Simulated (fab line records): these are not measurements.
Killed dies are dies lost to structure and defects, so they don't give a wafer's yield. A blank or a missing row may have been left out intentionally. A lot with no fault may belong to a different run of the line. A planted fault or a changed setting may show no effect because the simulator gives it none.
Which of the tools did it?	flow gf180mcu	13 lots, 39 wafers sampled, at 3 steps of a route of 602

WHAT THE GAUGES READ, wafer by wafer
GF_V4_CD_MEAS_14 targets a cd of 260 nm. Usual: cd-nm 260.2 nm, standard deviation 1.2.
lot	measured	on	cd-nm (nm)	flag
L590	day 24 22:59	cd-sem-02	260.6 261.5 261.4	
L592	day 25 12:46	cd-sem-02	260.9 260.8 260.5	
L593	day 25 18:57	cd-sem-01	260.9 260.4 260.5	
L594	day 26 08:10	cd-sem-01	261.1 261.6 261.4	
L596	day 27 00:11	cd-sem-02	260.8 260.9 261.4	
L599	day 27 13:02	cd-sem-02	261.8 261.9 261.1	
L604	day 29 06:01	cd-sem-02	258.4 259.2 259.9	
L605	day 29 16:11	cd-sem-01	259.0 258.8 258.3	
L606	day 29 19:34	cd-sem-02	261.4 262.1 260.3	
L607	day 29 23:34	cd-sem-01	260.6 260.6 260.2	
L608	day 30 06:58	cd-sem-02	258.7 258.9 259.9	
L609	day 30 15:54	cd-sem-01	261.5 260.5 260.8	
L610	day 30 22:10	cd-sem-02	261.3 261.1 261.5	

GF_V4_OVL_MEAS_15. Usual: V4_OVL -2 nm, standard deviation 4.8.
lot	measured	on	V4_OVL (nm)	flag
L590	day 24 23:05	overlay-02	5 6 7	
L592	day 25 12:52	overlay-01	-8 -11 -3	
L593	day 25 19:04	overlay-02	-5 -7 3	
L594	day 26 08:16	overlay-01	1 -8 -9	
L596	day 27 00:18	overlay-01	-7 3 -10	
L599	day 27 13:09	overlay-01	-2 1 2	
L604	day 29 06:08	overlay-02	-1 -9 3	
L605	day 29 16:18	overlay-02	-3 -9 -2	
L606	day 29 19:40	overlay-02	-6 -9 -11	
L607	day 29 23:40	overlay-02	7 10 2	
L608	day 30 07:04	overlay-02	-8 -5 -2	
L609	day 30 16:01	overlay-01	1 -1 -5	
L610	day 30 22:14	overlay-02	6 4 2	

WHAT TOOL EACH LOT RAN ON (gives the tool, then ch and the chambers of the sampled wafers, and finally the start)
lot	GF_V4_DEHYDRATE_06
L590	litho-track-01 ch 0, day 24 11:44
L592	litho-track-01 ch 0, day 25 01:25
L593	litho-track-02 ch 0, day 25 08:01
L594	litho-track-03 ch 0, day 25 20:47
L596	litho-track-01 ch 0, day 26 13:19
L599	litho-track-02 ch 0, day 27 02:59
L604	litho-track-01 ch 0, day 28 19:43
L605	litho-track-01 ch 0, day 29 06:19
L606	litho-track-02 ch 0, day 29 09:05
L607	litho-track-03 ch 0, day 29 13:26
L608	litho-track-03 ch 0, day 29 20:59
L609	litho-track-03 ch 0, day 30 05:51
L610	litho-track-03 ch 0, day 30 12:12
- GF_V4_DEHYDRATE_06: time 60 s.

AS READ BY THE TOOLS THEMSELVES (means over the sampled wafers that have a number; for cases with no such wafer, the mark the record gives instead)
GF_V4_DEHYDRATE_06. Usual: heater-power-total-W 160.38 W, standard deviation 0.13; plate-temp-C 200.00 C, standard deviation 0.17; resist-line-temp-C 23.02 C, standard deviation 0.094.
lot	tool	heater-power-total-W (W)	plate-temp-C (C)	resist-line-temp-C (C)	flag
L590	litho-track-01	160.39	200.12	22.99	
L592	litho-track-01	160.44	199.76	23.12	
L593	litho-track-02	160.32	199.93	23.15	
L594	litho-track-03	160.33	199.97	23.03	
L596	litho-track-01	160.45	200.04	22.94	
L599	litho-track-02	160.34	200.15	23.03	
L604	litho-track-01	164.93	204.65	23.01	OFF
L605	litho-track-01	165.00	204.69	23.04	OFF
L606	litho-track-02	160.39	199.91	22.99	
L607	litho-track-03	160.36	200.11	23.09	
L608	litho-track-03	160.50	200.00	22.97	
L609	litho-track-03	160.26	199.83	23.09	
L610	litho-track-03	160.52	199.86	22.95	

THE ANSWER, worked out from the rows above alone
Rule: take the mean of a lot's wafers that have a number; if it is more than 3 standard deviations from the usual mean, the lot is off. Also off: a lot with no number at a reading for which 4 or more lots have one. All remaining lots with rows at the step are treated as sound. The gauges are gone through in route order, then the tools' own readings, and for those a lot's mean is taken as printed above. At the first step where some lot is off, the reading lying furthest off is the one used; lots without a number count as furthest.
Off, at GF_V4_DEHYDRATE_06 on heater-power-total-W: L604, L605.
A tool fits if, at that step or a process step before it, it ran every lot that is off, and no sound lot after the first of them. One fits: litho-track-01 at GF_V4_DEHYDRATE_06. A fault onset in the window from L596 (day 26 13:19, its last sound lot) to L604 (day 28 19:43, its first lot off) fits.
The tool's own readings at GF_V4_DEHYDRATE_06 bear it out: on the lots that are off they differ by more than 5 times the standard deviation of the sound lots' means. heater-power-total-W reads 164.97 W there against 160.39 W on the sound lots; plate-temp-C reads 204.67 C there against 199.97 C on the sound lots.

WHAT THE SIMULATOR HAD INSERTED
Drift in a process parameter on litho-track-01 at GF_V4_DEHYDRATE_06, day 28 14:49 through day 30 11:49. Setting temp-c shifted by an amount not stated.
Struck lots among those shown: L604, L605. This agrees with what the rule above found.
